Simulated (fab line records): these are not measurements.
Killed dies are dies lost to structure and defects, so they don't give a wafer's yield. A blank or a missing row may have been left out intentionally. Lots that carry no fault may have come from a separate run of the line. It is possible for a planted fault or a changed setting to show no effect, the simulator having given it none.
A lot that was struck, set against a sound lot ; flow gf180mcu ; 14 out of 602 route steps
Sound: these wafers, L662.2, L662.4, L662.5. Struck: wafers L668.2, L668.3, L668.4. Last of all comes the cause.
At each step with rows: each side's tool, then ch and its chambers, then its first start. Under that, the readings that differ: sound wafers ; struck wafers ; difference of the means ; sigmas: that difference in standard deviations of wafers without a fault.
alike: readings whose means differ by less than 2 such deviations, and words and numbers that are the same on both sides. not compared: withheld readings, readings that some wafer has no value for, bounds like >300 that may hide the same value, and numbers for which the record gives no deviation and whose values overlap.
The two part at a step that has a row with sigmas, a row that says differs or no value, or rows on one side only. Numbers that don't overlap but have no deviation are shown without sigmas and don't part them. A reading missing from all wafers of one side parts the sides only when that side holds two or more wafers.

first, 2 steps without rows for these wafers: GF_M5_CLEAN_13 (cleans in DIW); GF_V5_CVD_00 (deposits SiO2, target thk 300 nm, time 50 s).
GF_V5_THK_MEAS_01:
  sound on film_metro-01, day 28 16:57; struck on film_metro-04, day 30 21:02
  alike: V5_CVD_00_THK
GF_V5_CVD_02: deposits SiO2 from TEOS, target thk 1450 nm, time 163.28 s.
  sound on pecvd-02 ch 1,2, day 28 17:00; struck on pecvd-03 ch 0,1, day 30 21:05
  alike: heater_power_w
GF_V5_THK_MEAS_03:
  sound on film_metro-03, day 28 17:07; struck on film_metro-01, day 30 21:13
  alike: V5_CVD_02_THK
GF_V5_CMP_04: polishes SiO2.
  sound on cmp-02 ch 0,1,3, day 28 17:10; struck on cmp-01 ch 0,1,3, day 30 21:16
  alike: motor_current_A
GF_V5_BOW_MEAS_05:
  sound on film_metro-03, day 28 17:29; struck on film_metro-03, day 30 21:35
  alike: V5_BOW
then, 5 steps without rows for these wafers: GF_V5_DEHYDRATE_06 (time 60 s); GF_V5_HMDS_07 (prime time 60 s); GF_V5_COAT_08; GF_V5_COAT_09 (resist thk 1000 nm); GF_V5_SOFTBAKE_10 (time 60 s).
GF_V5_EXPOSE_11: exposes mask Via5, target cd 260 nm.
  sound on krf_scanner-02 ch 0, day 29 02:56; struck on krf_scanner-02, day 31 06:37
  no value came back on the struck wafers for exposure_dose_mJ_cm2, focus_offset_nm (nm), sigma_outer, stage_vel_mm_s (mm/s); on the sound wafers exposure_dose_mJ_cm2 reads 38.07 38.02 38.03
  alike: mask
then, 1 step without rows for these wafers: GF_V5_PEB_12 (peb time 90 s).

WHERE THEY PART
Within this record, at GF_V5_EXPOSE_11 only.

WHY: whatever the simulator had introduced
Entire step skipped (krf_scanner-02, GF_V5_EXPOSE_11), from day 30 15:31 onward. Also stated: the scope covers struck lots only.
